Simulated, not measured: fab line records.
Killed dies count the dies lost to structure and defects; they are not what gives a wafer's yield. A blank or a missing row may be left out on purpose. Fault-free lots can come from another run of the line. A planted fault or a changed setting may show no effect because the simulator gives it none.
Which of the tools did it? || flow sky130 || Sampling: 11 lots, 33 wafers, 7 of 708 route steps

== WHAT EACH GAUGE READ, for each wafer ==
SKY_LI_CONTACT_CD_MEAS_12: target cd 170 nm. Usual: cd_nm at 170.1 nm, with a standard deviation of 1.4.
{"lot": "L247", "measured": "day 29 02:41", "on": "cd_sem-01", "cd_nm (nm)": "171.4 169.5 170.1", "flag": ""}
{"lot": "L248", "measured": "day 29 19:22", "on": "cd_sem-01", "cd_nm (nm)": "171.7 172.6 173.2", "flag": ""}
{"lot": "L249", "measured": "day 30 00:14", "on": "cd_sem-01", "cd_nm (nm)": "169.3 169.7 168.9", "flag": ""}
{"lot": "L253", "measured": "day 31 10:29", "on": "cd_sem-01", "cd_nm (nm)": "168.6 167.7 169.2", "flag": ""}
{"lot": "L256", "measured": "day 32 08:06", "on": "cd_sem-01", "cd_nm (nm)": "166.7 168.3 168.6", "flag": ""}
{"lot": "L257", "measured": "day 32 15:34", "on": "cd_sem-02", "cd_nm (nm)": "172.1 171.0 172.6", "flag": ""}
{"lot": "L261", "measured": "day 33 23:30", "on": "cd_sem-01", "cd_nm (nm)": "169.2 168.8 169.4", "flag": ""}
{"lot": "L264", "measured": "day 35 16:30", "on": "cd_sem-01", "cd_nm (nm)": "169.9 170.9 170.4", "flag": ""}
{"lot": "L267", "measured": "day 35 18:23", "on": "cd_sem-01", "cd_nm (nm)": "172.3 170.7 171.6", "flag": ""}
{"lot": "L268", "measured": "day 36 01:05", "on": "cd_sem-02", "cd_nm (nm)": "171.3 170.4 172.0", "flag": ""}
{"lot": "L269", "measured": "day 36 12:57", "on": "cd_sem-02", "cd_nm (nm)": "170.8 170.4 170.4", "flag": ""}

SKY_LI_CONTACT_THK_MEAS_23: measures by xrf. Usual: for LI_CONTACT_W_THK the level is 404 nm and the standard deviation is 5.8.
{"lot": "L247", "measured": "day 29 03:38", "on": "film_metro-01", "LI_CONTACT_W_THK (nm)": "402 411 407", "flag": ""}
{"lot": "L248", "measured": "day 29 20:20", "on": "film_metro-01", "LI_CONTACT_W_THK (nm)": "411 409 407", "flag": ""}
{"lot": "L249", "measured": "day 30 01:11", "on": "film_metro-04", "LI_CONTACT_W_THK (nm)": "398 402 405", "flag": ""}
{"lot": "L253", "measured": "day 31 11:28", "on": "film_metro-01", "LI_CONTACT_W_THK (nm)": "409 413 411", "flag": ""}
{"lot": "L256", "measured": "day 32 09:04", "on": "film_metro-04", "LI_CONTACT_W_THK (nm)": "398 398 400", "flag": ""}
{"lot": "L257", "measured": "day 32 16:29", "on": "film_metro-01", "LI_CONTACT_W_THK (nm)": "407 407 408", "flag": ""}
{"lot": "L261", "measured": "day 34 00:30", "on": "film_metro-01", "LI_CONTACT_W_THK (nm)": "402 407 405", "flag": ""}
{"lot": "L264", "measured": "day 35 17:28", "on": "film_metro-04", "LI_CONTACT_W_THK (nm)": "395 397 395", "flag": ""}
{"lot": "L267", "measured": "day 35 19:33", "on": "film_metro-01", "LI_CONTACT_W_THK (nm)": "403 401 404", "flag": ""}
{"lot": "L268", "measured": "day 36 02:02", "on": "film_metro-02", "LI_CONTACT_W_THK (nm)": "397 397 401", "flag": ""}
{"lot": "L269", "measured": "day 36 13:56", "on": "film_metro-04", "LI_CONTACT_W_THK (nm)": "406 405 402", "flag": ""}

SKY_LOCAL_INTERCONNECT_RS_MEAS_01: a four-point-probe measurement. Usual: for LOCAL_INTERCONNECT_TIN_RS the level is 14.13 ohm/sq and the standard deviation is 0.14.
{"lot": "L247", "measured": "day 29 04:04", "on": "film_metro-02", "LOCAL_INTERCONNECT_TIN_RS (ohm/sq)": "13.92 14.11 14.06", "flag": ""}
{"lot": "L248", "measured": "day 29 20:46", "on": "film_metro-03", "LOCAL_INTERCONNECT_TIN_RS (ohm/sq)": "14.13 14.06 14.17", "flag": ""}
{"lot": "L249", "measured": "day 30 01:37", "on": "film_metro-03", "LOCAL_INTERCONNECT_TIN_RS (ohm/sq)": "14.12 14.21 14.13", "flag": ""}
{"lot": "L253", "measured": "day 31 11:53", "on": "film_metro-02", "LOCAL_INTERCONNECT_TIN_RS (ohm/sq)": "13.99 14.32 10.02", "flag": "OFF"}
{"lot": "L256", "measured": "day 32 09:29", "on": "film_metro-02", "LOCAL_INTERCONNECT_TIN_RS (ohm/sq)": "14.41 10.04 14.23", "flag": "OFF"}
{"lot": "L257", "measured": "day 32 17:12", "on": "film_metro-03", "LOCAL_INTERCONNECT_TIN_RS (ohm/sq)": "13.92 14.05 14.02", "flag": ""}
{"lot": "L261", "measured": "day 34 00:55", "on": "film_metro-02", "LOCAL_INTERCONNECT_TIN_RS (ohm/sq)": "14.42 14.47 14.40", "flag": ""}
{"lot": "L264", "measured": "day 35 17:54", "on": "film_metro-03", "LOCAL_INTERCONNECT_TIN_RS (ohm/sq)": "14.21 14.05 14.08", "flag": ""}
{"lot": "L267", "measured": "day 35 19:58", "on": "film_metro-02", "LOCAL_INTERCONNECT_TIN_RS (ohm/sq)": "13.97 14.06 14.07", "flag": ""}
{"lot": "L268", "measured": "day 36 02:28", "on": "film_metro-01", "LOCAL_INTERCONNECT_TIN_RS (ohm/sq)": "14.15 14.16 14.18", "flag": ""}
{"lot": "L269", "measured": "day 36 14:21", "on": "film_metro-02", "LOCAL_INTERCONNECT_TIN_RS (ohm/sq)": "13.87 13.96 13.86", "flag": ""}

SKY_LOCAL_INTERCONNECT_THK_MEAS_02: measures by xrf. Usual: for LOCAL_INTERCONNECT_TIN_THK the level is 101.1 nm and the standard deviation is 0.96.
{"lot": "L247", "measured": "day 29 04:11", "on": "film_metro-02", "LOCAL_INTERCONNECT_TIN_THK (nm)": "102.7 101.2 101.4", "flag": ""}
{"lot": "L248", "measured": "day 29 20:52", "on": "film_metro-03", "LOCAL_INTERCONNECT_TIN_THK (nm)": "101.1 101.9 101.5", "flag": ""}
{"lot": "L249", "measured": "day 30 01:44", "on": "film_metro-03", "LOCAL_INTERCONNECT_TIN_THK (nm)": "101.0 100.2 100.7", "flag": ""}
{"lot": "L253", "measured": "day 31 12:00", "on": "film_metro-02", "LOCAL_INTERCONNECT_TIN_THK (nm)": "102.4 100.6 141.6", "flag": "OFF"}
{"lot": "L256", "measured": "day 32 09:37", "on": "film_metro-02", "LOCAL_INTERCONNECT_TIN_THK (nm)": "99.6 140.2 100.5", "flag": "OFF"}
{"lot": "L257", "measured": "day 32 17:17", "on": "film_metro-03", "LOCAL_INTERCONNECT_TIN_THK (nm)": "102.2 101.0 101.1", "flag": ""}
{"lot": "L261", "measured": "day 34 01:02", "on": "film_metro-02", "LOCAL_INTERCONNECT_TIN_THK (nm)": "99.7 99.4 99.6", "flag": ""}
{"lot": "L264", "measured": "day 35 18:01", "on": "film_metro-03", "LOCAL_INTERCONNECT_TIN_THK (nm)": "99.3 101.2 100.5", "flag": ""}
{"lot": "L267", "measured": "day 35 20:05", "on": "film_metro-02", "LOCAL_INTERCONNECT_TIN_THK (nm)": "102.5 101.9 101.6", "flag": ""}
{"lot": "L268", "measured": "day 36 02:35", "on": "film_metro-01", "LOCAL_INTERCONNECT_TIN_THK (nm)": "101.3 101.4 100.6", "flag": ""}
{"lot": "L269", "measured": "day 36 14:28", "on": "film_metro-02", "LOCAL_INTERCONNECT_TIN_THK (nm)": "102.8 102.1 102.9", "flag": ""}

SKY_CONTACT_THK_MEAS_03. Usual: for CONTACT_HDPCVD_THK the level is 566 nm and the standard deviation is 6.2.
{"lot": "L247", "measured": "day 30 09:13", "on": "film_metro-03", "CONTACT_HDPCVD_THK (nm)": "560 571 553", "flag": ""}
{"lot": "L248", "measured": "day 31 06:22", "on": "film_metro-03", "CONTACT_HDPCVD_THK (nm)": "567 563 567", "flag": ""}
{"lot": "L249", "measured": "day 31 08:30", "on": "film_metro-02", "CONTACT_HDPCVD_THK (nm)": "563 562 557", "flag": ""}
{"lot": "L253", "measured": "day 32 16:07", "on": "film_metro-04", "CONTACT_HDPCVD_THK (nm)": "565 559 567", "flag": ""}
{"lot": "L256", "measured": "day 33 12:47", "on": "film_metro-03", "CONTACT_HDPCVD_THK (nm)": "575 571 571", "flag": ""}
{"lot": "L257", "measured": "day 33 21:05", "on": "film_metro-02", "CONTACT_HDPCVD_THK (nm)": "572 564 562", "flag": ""}
{"lot": "L261", "measured": "day 35 03:29", "on": "film_metro-03", "CONTACT_HDPCVD_THK (nm)": "574 564 574", "flag": ""}
{"lot": "L264", "measured": "day 36 21:54", "on": "film_metro-04", "CONTACT_HDPCVD_THK (nm)": "562 565 567", "flag": ""}
{"lot": "L267", "measured": "day 36 23:59", "on": "film_metro-02", "CONTACT_HDPCVD_THK (nm)": "572 565 566", "flag": ""}
{"lot": "L268", "measured": "day 37 06:10", "on": "film_metro-03", "CONTACT_HDPCVD_THK (nm)": "563 556 563", "flag": ""}
{"lot": "L269", "measured": "day 37 17:02", "on": "film_metro-02", "CONTACT_HDPCVD_THK (nm)": "566 567 570", "flag": ""}

== EACH LOT AND THE TOOL THAT RAN IT (in order: tool; ch and the chambers of the sampled wafers; start) ==
{"lot": "L247", "SKY_LOCAL_INTERCONNECT_SPUTTER_00": "pvd_sputter-02, day 29 04:00", "SKY_LOCAL_INTERCONNECT_METAL_ETCH_14": "rie_metal-03 ch 0,1, day 30 08:24"}
{"lot": "L248", "SKY_LOCAL_INTERCONNECT_SPUTTER_00": "pvd_sputter-02, day 29 20:40", "SKY_LOCAL_INTERCONNECT_METAL_ETCH_14": "rie_metal-04 ch 0,1, day 31 05:23"}
{"lot": "L249", "SKY_LOCAL_INTERCONNECT_SPUTTER_00": "pvd_sputter-04, day 30 01:33", "SKY_LOCAL_INTERCONNECT_METAL_ETCH_14": "rie_metal-04 ch 0,1, day 31 07:36"}
{"lot": "L253", "SKY_LOCAL_INTERCONNECT_SPUTTER_00": "pvd_sputter-04, day 31 11:49", "SKY_LOCAL_INTERCONNECT_METAL_ETCH_14": "rie_metal-04 ch 0,1, day 32 15:16"}
{"lot": "L256", "SKY_LOCAL_INTERCONNECT_SPUTTER_00": "pvd_sputter-04, day 32 09:25", "SKY_LOCAL_INTERCONNECT_METAL_ETCH_14": "rie_metal-04 ch 0,1, day 33 11:58"}
{"lot": "L257", "SKY_LOCAL_INTERCONNECT_SPUTTER_00": "pvd_sputter-01, day 32 17:05", "SKY_LOCAL_INTERCONNECT_METAL_ETCH_14": "rie_metal-03 ch 0,1, day 33 20:13"}
{"lot": "L261", "SKY_LOCAL_INTERCONNECT_SPUTTER_00": "pvd_sputter-01, day 34 00:52", "SKY_LOCAL_INTERCONNECT_METAL_ETCH_14": "rie_metal-04 ch 0,1, day 35 02:38"}
{"lot": "L264", "SKY_LOCAL_INTERCONNECT_SPUTTER_00": "pvd_sputter-04, day 35 17:49", "SKY_LOCAL_INTERCONNECT_METAL_ETCH_14": "rie_metal-04 ch 0,1, day 36 20:34"}
{"lot": "L267", "SKY_LOCAL_INTERCONNECT_SPUTTER_00": "pvd_sputter-02, day 35 19:55", "SKY_LOCAL_INTERCONNECT_METAL_ETCH_14": "rie_metal-03 ch 0,1, day 36 22:28"}
{"lot": "L268", "SKY_LOCAL_INTERCONNECT_SPUTTER_00": "pvd_sputter-01, day 36 02:24", "SKY_LOCAL_INTERCONNECT_METAL_ETCH_14": "rie_metal-03 ch 0,1, day 37 05:21"}
{"lot": "L269", "SKY_LOCAL_INTERCONNECT_SPUTTER_00": "pvd_sputter-02, day 36 14:17", "SKY_LOCAL_INTERCONNECT_METAL_ETCH_14": "rie_metal-04 ch 0, day 37 16:11"}
- SKY_LOCAL_INTERCONNECT_SPUTTER_00: material TiN, target thk 100 nm, time 83.3 s.
- SKY_LOCAL_INTERCONNECT_METAL_ETCH_14: etches TiN in Cl2/BCl3, stops on PSG, target depth 110 nm, time 31.4 s.

== WHAT THE TOOLS THEMSELVES READ (means of the sampled wafers that have a number; where no wafer has one, the mark that the record gives instead) ==
SKY_LOCAL_INTERCONNECT_SPUTTER_00. Usual: throttle_valve_pct at 29.7 %, with a standard deviation of 0.85.
{"lot": "L247", "tool": "pvd_sputter-02", "throttle_valve_pct (%)": 29.6, "flag": ""}
{"lot": "L248", "tool": "pvd_sputter-02", "throttle_valve_pct (%)": 29.9, "flag": ""}
{"lot": "L249", "tool": "pvd_sputter-04", "throttle_valve_pct (%)": 30.6, "flag": ""}
{"lot": "L253", "tool": "pvd_sputter-04", "throttle_valve_pct (%)": 29.6, "flag": ""}
{"lot": "L256", "tool": "pvd_sputter-04", "throttle_valve_pct (%)": 29.7, "flag": ""}
{"lot": "L257", "tool": "pvd_sputter-01", "throttle_valve_pct (%)": 29.7, "flag": ""}
{"lot": "L261", "tool": "pvd_sputter-01", "throttle_valve_pct (%)": 29.5, "flag": ""}
{"lot": "L264", "tool": "pvd_sputter-04", "throttle_valve_pct (%)": 30.5, "flag": ""}
{"lot": "L267", "tool": "pvd_sputter-02", "throttle_valve_pct (%)": 29.3, "flag": ""}
{"lot": "L268", "tool": "pvd_sputter-01", "throttle_valve_pct (%)": 29.9, "flag": ""}
{"lot": "L269", "tool": "pvd_sputter-02", "throttle_valve_pct (%)": 28.9, "flag": ""}

SKY_LOCAL_INTERCONNECT_METAL_ETCH_14. Usual: drypump_motor_current_A 5.67 A, standard deviation 0.22; oes_product_au 0.942 a.u., standard deviation 0.0074; throttle_valve_pct 21.900 %, standard deviation 0.0099.
{"lot": "L247", "tool": "rie_metal-03", "drypump_motor_current_A (A)": 5.58, "oes_product_au (a.u.)": 0.944, "throttle_valve_pct (%)": 21.901, "flag": ""}
{"lot": "L248", "tool": "rie_metal-04", "drypump_motor_current_A (A)": 5.76, "oes_product_au (a.u.)": 0.942, "throttle_valve_pct (%)": 21.898, "flag": ""}
{"lot": "L249", "tool": "rie_metal-04", "drypump_motor_current_A (A)": 5.86, "oes_product_au (a.u.)": 0.945, "throttle_valve_pct (%)": 21.891, "flag": ""}
{"lot": "L253", "tool": "rie_metal-04", "drypump_motor_current_A (A)": 5.84, "oes_product_au (a.u.)": 0.960, "throttle_valve_pct (%)": 21.893, "flag": ""}
{"lot": "L256", "tool": "rie_metal-04", "drypump_motor_current_A (A)": 5.88, "oes_product_au (a.u.)": 0.963, "throttle_valve_pct (%)": 21.882, "flag": ""}
{"lot": "L257", "tool": "rie_metal-03", "drypump_motor_current_A (A)": 5.54, "oes_product_au (a.u.)": 0.948, "throttle_valve_pct (%)": 21.897, "flag": ""}
{"lot": "L261", "tool": "rie_metal-04", "drypump_motor_current_A (A)": 5.86, "oes_product_au (a.u.)": 0.931, "throttle_valve_pct (%)": 21.909, "flag": ""}
{"lot": "L264", "tool": "rie_metal-04", "drypump_motor_current_A (A)": 5.86, "oes_product_au (a.u.)": 0.944, "throttle_valve_pct (%)": 21.905, "flag": ""}
{"lot": "L267", "tool": "rie_metal-03", "drypump_motor_current_A (A)": 5.63, "oes_product_au (a.u.)": 0.947, "throttle_valve_pct (%)": 21.902, "flag": ""}
{"lot": "L268", "tool": "rie_metal-03", "drypump_motor_current_A (A)": 5.54, "oes_product_au (a.u.)": 0.939, "throttle_valve_pct (%)": 21.888, "flag": ""}
{"lot": "L269", "tool": "rie_metal-04", "drypump_motor_current_A (A)": 5.93, "oes_product_au (a.u.)": 0.951, "throttle_valve_pct (%)": 21.900, "flag": ""}

== THE ANSWER, worked out from the rows above alone ==
Rule: a lot counts as off when the mean over its wafers that have a number is more than 3 standard deviations away from the usual mean. Also off: a lot with no number at a reading for which 4 or more lots have one. Where the step has rows for the other lots, those lots are counted as sound. After the gauges, taken in route order, come the tools' own readings; for these a lot's mean is taken, as printed above. The first step at which some lot is off is used, and at that step the reading that is off furthest; a lot without a number counts as furthest.
Off: L253, L256, at SKY_LOCAL_INTERCONNECT_RS_MEAS_01 (LOCAL_INTERCONNECT_TIN_RS).
If a tool, at a process step before that reading, ran all the lots that are off and no sound lot after the first of them, it fits. Those tools and the gauges at SKY_LOCAL_INTERCONNECT_RS_MEAS_01 are tried in the same way. No candidate that was tried fits.

== WHAT HAD BEEN PUT IN BY THE SIMULATOR ==
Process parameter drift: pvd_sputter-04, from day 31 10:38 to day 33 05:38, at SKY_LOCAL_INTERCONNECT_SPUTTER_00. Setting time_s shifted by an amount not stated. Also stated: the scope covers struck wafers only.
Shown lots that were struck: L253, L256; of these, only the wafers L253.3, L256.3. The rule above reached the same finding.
